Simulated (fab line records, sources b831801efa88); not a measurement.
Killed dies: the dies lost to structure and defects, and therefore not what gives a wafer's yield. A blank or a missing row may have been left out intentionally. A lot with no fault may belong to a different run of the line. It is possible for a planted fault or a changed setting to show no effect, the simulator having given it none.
Comparing a struck lot with a sound one / flow sky130 / 32 out of 708 route steps
Sound: wafers L133.3, L133.5, L133.6. Struck: wafer L140.5 (L140.4, L140.6, from the same lot, were not struck and are left out); the cause is given at the end.
Each step with rows lists, per side, the tool, then ch with its chambers, then its first start. Under that, the readings that differ: sound wafers / struck wafers / difference of the means / sigmas: that difference in standard deviations of wafers without a fault.
alike: readings whose means differ by less than 2 such deviations, and words and numbers that are the same on both sides. not compared: withheld readings, readings that some wafer has no value for, bounds like >300 that may hide the same value, and numbers for which the record gives no deviation and whose values overlap.
The two part at a step that has a row with sigmas, a row that says differs or no value, or rows on one side only. Numbers that have no deviation but don't overlap get no sigmas and don't part them. Lack of a reading on every wafer of one side parts them only where that side has two or more wafers.

first, 4 steps without rows for these wafers: SKY_CONTACT_STRIP_20 (strips in post etch residue remover, time 1200 s); SKY_CONTACT_CLEAN_21 (cleans in IPA, time 180 s); SKY_CONTACT_CLEAN_22 (cleans in O3/DIW); SKY_CONTACT_SPUTTER_23 (material TiN, target thk 20 nm, time 80 s).
SKY_CONTACT_CVD_24: deposits W, target thk 340 nm, time 102.12 s.
  sound on cvdW-01 ch 1, day 33 17:38; struck on cvdW-02 ch 1, day 36 02:28
  alike: heaterPowerW
SKY_CONTACT_RS_MEAS_25: the measuring method here is four-point-probe.
  sound: filmMetro-04 at day 33 17:50; struck: filmMetro-01 at day 36 02:36
  alike: CONTACT_W_RS
SKY_CONTACT_THK_MEAS_26: measures by xrf.
  sound: filmMetro-04 at day 33 17:56; struck: filmMetro-01 at day 36 02:41
  alike: CONTACT_W_THK
SKY_CONTACT_CMP_27: polishes, stops on SiO2, t overpolish 15 s, target thk 0 nm.
  sound on cmp-02 ch 0,1, day 33 18:01; struck on cmp-01 ch 2, day 36 02:43
reading=motorCurrentA (A); sound=13.1 11.9 11.8; struck=10.1; difference=-2.2; sigmas=-2
  alike: overpolishRunS, timeToEndpointS
then, 3 steps without rows for these wafers: SKY_METAL1_SPUTTER_00 (material Ti, target thk 15 nm, time 10 s); SKY_METAL1_SPUTTER_01 (material TiN, target thk 20 nm, time 16.7 s); SKY_METAL1_SPUTTER_02 (material AlCu, target thk 250 nm, time 13.3 s).
SKY_METAL1_SPUTTER_03: material Ti, target thk 5 nm, time 3.3 s.
  sound: pvdSputter-02 at day 33 18:20; struck: pvdSputter-02 at day 36 03:05
  alike: chamberPressurePa, throttleValvePct
SKY_METAL1_SPUTTER_04: material TiN, target thk 70 nm, time 58.3 s.
  sound: pvdSputter-02 at day 33 18:22; struck: pvdSputter-02 at day 36 03:07
reading=model.TiN_of_METAL1_SPUTTER_04.thkNm (nm); sound=69.95 69.7 69.56; struck=91.06; difference=+21.32; sigmas=
  alike: chamberPressurePa, throttleValvePct
SKY_METAL1_RS_MEAS_05: the measuring method here is four-point-probe.
  sound: filmMetro-02 at day 33 18:27; struck: filmMetro-02 at day 36 03:13
  alike: METAL1_ALCU_RS
SKY_METAL1_THK_MEAS_06: measures by xrf.
  sound: filmMetro-02 at day 33 18:33; struck: filmMetro-02 at day 36 03:19
reading=METAL1_ALCU_THK (nm); sound=254.6 248.3 250.8; struck=241.3; difference=-9.9; sigmas=-5
then, 8 steps without rows for these wafers: SKY_METAL1_DEHYDRATE_07 (time 60 s); SKY_METAL1_HMDS_08 (prime time 60 s); SKY_METAL1_COAT_09 (resist thk 60 nm); SKY_METAL1_COAT_10 (resist thk 450 nm); SKY_METAL1_SOFTBAKE_11 (time 90 s); SKY_METAL1_EXPOSE_12 (exposes mask MM1, target cd 140 nm); SKY_METAL1_PEB_13; SKY_METAL1_DEVELOP_14 (develop time 60 s).
SKY_METAL1_CD_MEAS_15 targets a cd of 140 nm.
  sound: cdSem-02 at day 34 20:43; struck: cdSem-01 at day 37 05:10
  alike: cdNm
SKY_METAL1_OVL_MEAS_16:
  sound: overlay-02 at day 34 20:49; struck: overlay-02 at day 37 05:14
  alike: METAL1_OVL
SKY_METAL1_DESCUM_17: chemistry O2, time 8 s.
  sound on rieMetal-03 ch 0,1, day 34 20:50; struck on rieMetal-01 ch 0, day 37 05:16
  alike: drypumpMotorCurrentA, oesProductAu
  not compared: rfHoursCounterH
then, 2 steps without rows for these wafers: SKY_METAL1_ETCH_18 (etches BARC in N2/H2, stops on SiO2, time 45.9 s, target depth 60 nm); SKY_METAL1_METAL_ETCH_19 (etches the open film in Cl2/BCl3, stops on SiO2, target depth 360 nm, time 78 s).
SKY_METAL1_STRIP_20: strips in O2/N2.
  sound on plasmaAsher-04 ch 0,1, day 34 21:03; struck on plasmaAsher-01 ch 1, day 37 05:29
reading=stripTimeToEndpointS (s); sound=2.69 2.67 2.73; struck=2.77; difference=+0.07; sigmas=+2
  alike: drypumpMotorCurrentA, oesProductAu
  not compared: rfHoursCounterH
SKY_METAL1_STRIP_21: strips in post etch residue remover, time 1200 s.
  sound on wetBench-02 ch 2, day 34 21:07; struck on wetBench-03 ch 2, day 37 05:33
reading=model.TiN_of_METAL1_SPUTTER_04.thkNm (nm); sound=69.53 69.28 69.14; struck=90.64; difference=+21.32; sigmas=
then, 1 step without rows for these wafers: SKY_METAL1_CLEAN_22 (cleans in IPA, time 180 s).
-- the record jumps here: 12 days lie between the struck wafers' starts before and after (it left off in module METAL1 and takes up again in module PAD_OPEN, whose first step shown is number 708 of the route) --
SKY_PAD_OPEN_PROBE_99:
  sound: prober-01 at day 47 07:40; struck: prober-02 at day 49 01:56
reading=defectLimitedYield (%); sound=82.7 82.5 86.2; struck=79.3; difference=-4.5; sigmas=-2
reading=killedAtOther; sound=0 0 0; struck=2; difference=+2; sigmas=+3
reading=killedDies; sound=85 86 68; struck=102; difference=+22; sigmas=+2
reading=sort_bin_6_memory (%); sound=5.1 6.5 3.7; struck=8.5; difference=+3.4; sigmas=+3
reading=sortNPass; sound=407 406 424; struck=390; difference=-22; sigmas=-2
reading=sortYieldPct (%); sound=82.7 82.5 86.2; struck=79.3; difference=-4.5; sigmas=-2
reading=model.etest.via1Chain.rcOhm; sound=16.26 15.97 15.02; struck=18.38; difference=+2.63; sigmas=
  alike: killed_at_M0_to_M3, killed_at_M4_up, killedAtContacts, killedAtFrontEnd, killedOpen, killedShort, sort_bin_3_pad_short, sort_bin_5_function

WHERE THEY PART
First at SKY_CONTACT_CMP_27; last, within this record, at SKY_PAD_OPEN_PROBE_99.

WHY: the cause the simulator had injected
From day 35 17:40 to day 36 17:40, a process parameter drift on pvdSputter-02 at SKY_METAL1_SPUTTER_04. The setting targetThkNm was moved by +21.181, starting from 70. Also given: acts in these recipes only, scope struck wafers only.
